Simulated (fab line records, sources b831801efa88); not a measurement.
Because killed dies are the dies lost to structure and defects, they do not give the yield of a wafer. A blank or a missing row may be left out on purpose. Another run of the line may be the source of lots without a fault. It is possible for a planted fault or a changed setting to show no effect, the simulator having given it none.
Commonality check across tools ; flow gf180mcu ; 14 lots, 42 wafers sampled

WHY IT WAS OPENED
At GF_HV_LDD_TW_MEAS_23 the reading HV_LDD_2_TW is flagged on 3 of 14 lots. Fault-free wafers read 1054, with a standard deviation of 10.
Rule: a lot gets a flag if all its wafers with a number sit over 4 standard deviations from that mean, or if no wafer of it has a number. The rest of the lots are taken to be sound.

lot;measured;on;HV_LDD_2_TW, wafer by wafer;flag
L529;day 11 00:39;filmMetro-01;1043 1052 1047;
L531;day 11 07:20;filmMetro-04;1069 1064 1061;
L533;day 11 23:28;filmMetro-01;1055 1050 1050;
L534;day 12 07:44;filmMetro-03;1047 1051 1049;
L536;day 13 00:00;filmMetro-04;1068 1066 1069;
L535;day 13 00:17;filmMetro-01;1051 1052 1045;
L537;day 13 07:26;filmMetro-03;1041 1043 1046;
L538;day 13 09:19;filmMetro-03;1046 1046 1044;
L539;day 13 21:14;filmMetro-01;1049 1044 1047;
L540;day 14 04:51;filmMetro-04;1065 1073 1064;
L544;day 15 12:07;filmMetro-03;1301 1302 1307;FLAGGED
L547;day 16 09:44;filmMetro-04;1335 1334 1329;FLAGGED
L551;day 17 23:14;filmMetro-01;1316 1308 1310;FLAGGED
L552;day 18 01:04;filmMetro-01;1056 1050 1046;
The mean of the flagged lots' numbers is 1316, +262 from the usual (+26 standard deviations).

WHICH TOOL RAN EACH LOT
Before the reading, the record contains 2 process steps out of a 602-step route. Read each cell as the tool, then ch plus the chambers that the sampled wafers visited, then the start.
lot;flag;GF_VT_IMPLANT_STRIP_20;GF_HV_LDD_IMPLANT_21
L529;;plasmaAsher-02 ch 0,1, day 6 08:46;implanter-01 ch 0, day 11 00:25
L531;;plasmaAsher-03 ch 0,1, day 6 18:52;implanter-02 ch 0, day 11 07:06
L533;;plasmaAsher-02 ch 0,1, day 7 08:17;implanter-01 ch 0, day 11 23:13
L534;;plasmaAsher-02 ch 0,1, day 7 14:44;implanter-02 ch 0, day 12 07:29
L536;;plasmaAsher-02 ch 0,1, day 8 03:32;implanter-01 ch 0, day 12 23:46
L535;;plasmaAsher-02 ch 0,1, day 8 02:10;implanter-01 ch 0, day 13 00:02
L537;;plasmaAsher-03 ch 0,1, day 8 10:43;implanter-01 ch 0, day 13 07:11
L538;;plasmaAsher-03 ch 0,1, day 8 12:38;implanter-01 ch 0, day 13 09:07
L539;;plasmaAsher-03 ch 0,1, day 8 20:08;implanter-01 ch 0, day 13 20:59
L540;;plasmaAsher-04 ch 0,1, day 9 03:37;implanter-02 ch 0, day 14 04:38
L544;FLAGGED;plasmaAsher-02 ch 0,1, day 10 05:00;implanter-01 ch 0, day 15 11:34
L547;FLAGGED;plasmaAsher-03 ch 0,1, day 11 00:07;implanter-01 ch 0, day 16 09:10
L551;FLAGGED;plasmaAsher-04 ch 0,1, day 12 00:20;implanter-01 ch 0, day 17 22:41
L552;;plasmaAsher-04 ch 0,1, day 12 06:04;implanter-02 ch 0, day 18 00:50
What the steps here do:
- GF_VT_IMPLANT_STRIP_20: strips in O2/N2.
- GF_HV_LDD_IMPLANT_21
- GF_HV_LDD_TW_MEAS_23

FLAGGED OVER TOTAL, TOOL BY TOOL (the gauges that took the reading come last)
step;tool;lots run;flagged;share of the flagged lots;sound lots run after its first flagged lot
GF_VT_IMPLANT_STRIP_20;plasmaAsher-02;6;1;some;0
GF_VT_IMPLANT_STRIP_20;plasmaAsher-03;5;1;some;0
GF_VT_IMPLANT_STRIP_20;plasmaAsher-04;3;1;some;1 (L552)
GF_HV_LDD_IMPLANT_21;implanter-01;10;3;all;0
GF_HV_LDD_IMPLANT_21;implanter-02;4;0;none;-
GF_HV_LDD_TW_MEAS_23;filmMetro-01;6;1;some;1 (L552)
GF_HV_LDD_TW_MEAS_23;filmMetro-03;4;1;some;0
GF_HV_LDD_TW_MEAS_23;filmMetro-04;4;1;some;0

WHAT THE TABLE PERMITS
1 row of the table ran every flagged lot: implanter-01 at GF_HV_LDD_IMPLANT_21.
- implanter-01 at GF_HV_LDD_IMPLANT_21: 3 of its 10 lots flagged. A fault beginning between L539 (day 13 20:59), its last sound lot, and L544 (day 15 11:34), its first flagged one, fits the data.
Left over: one tool, implanter-01 at GF_HV_LDD_IMPLANT_21.

WHAT THE SIMULATOR HAD PUT IN
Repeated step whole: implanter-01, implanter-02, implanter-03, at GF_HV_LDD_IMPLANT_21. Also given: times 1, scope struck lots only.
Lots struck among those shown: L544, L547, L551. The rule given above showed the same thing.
